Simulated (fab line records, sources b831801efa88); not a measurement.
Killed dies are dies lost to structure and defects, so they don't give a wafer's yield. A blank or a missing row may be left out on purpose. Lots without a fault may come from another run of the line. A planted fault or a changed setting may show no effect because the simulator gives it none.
Which tool did it? | flow sky130 | 6 lots, 18 wafers sampled, at 2 steps of a route of 708

WHAT THE GAUGES READ, wafer by wafer
SKY_GATE_OXIDE_THK_MEAS_02.
lot  | measured     | on            | GATE_OXIDE_OXIDATION_00_THK (nm)
L808 | day 13 00:15 | film_metro-04 | 9.89 10.08 9.97
L813 | day 15 03:27 | film_metro-04 | 10.39 10.29 10.22
L817 | day 15 22:04 | film_metro-03 | 8.93 8.97 8.82
L822 | day 17 21:43 | film_metro-04 | 10.06 9.87 10.13
L826 | day 19 02:12 | film_metro-03 | 10.24 10.30 10.31
L828 | day 19 22:48 | film_metro-04 | 10.15 10.30 10.31

WHICH TOOL RAN EACH LOT (tool, then ch and the chambers of the sampled wafers, then the start)
lot  | SKY_GATE_OXIDE_OXIDATION_01
L808 | furnace-01 ch 0, day 12 22:50
L813 | furnace-02 ch 0, day 15 02:02
L817 | furnace-01 ch 0, day 15 20:38
L822 | furnace-02 ch 0, day 17 20:19
L826 | furnace-01 ch 0, day 19 00:47
L828 | furnace-01 ch 0, day 19 21:23
- SKY_GATE_OXIDE_OXIDATION_01: stabilise 600 s, purge 300 s, target thk 10.268 nm.

THE ANSWER, worked out from the rows above alone
Rule: what is usual is taken from the lots themselves. Put in order of their means at a reading, lots are off if they are a third of the lots or fewer, leave a main group of 4 or more, and stand apart from it by a gap of 3 or more times the standard deviation of the main group's means; of several such gaps the widest counts. A main group whose means are all the same, to the digits that the tables above print for the reading, isn't used. A lot without any number at a reading at which 4 lots or more have one is off too. The other lots that the step has rows for count as sound.
Off: L817, at SKY_GATE_OXIDE_THK_MEAS_02 (GATE_OXIDE_OXIDATION_00_THK). The main group: mean 10.17 nm, standard deviation 0.14.
A tool fits if, at a process step before that reading, it ran every lot that is off, and no sound lot after the first of them. The gauges at SKY_GATE_OXIDE_THK_MEAS_02 are tried like those tools. None of those tried fits.

WHAT THE SIMULATOR HAD PUT IN
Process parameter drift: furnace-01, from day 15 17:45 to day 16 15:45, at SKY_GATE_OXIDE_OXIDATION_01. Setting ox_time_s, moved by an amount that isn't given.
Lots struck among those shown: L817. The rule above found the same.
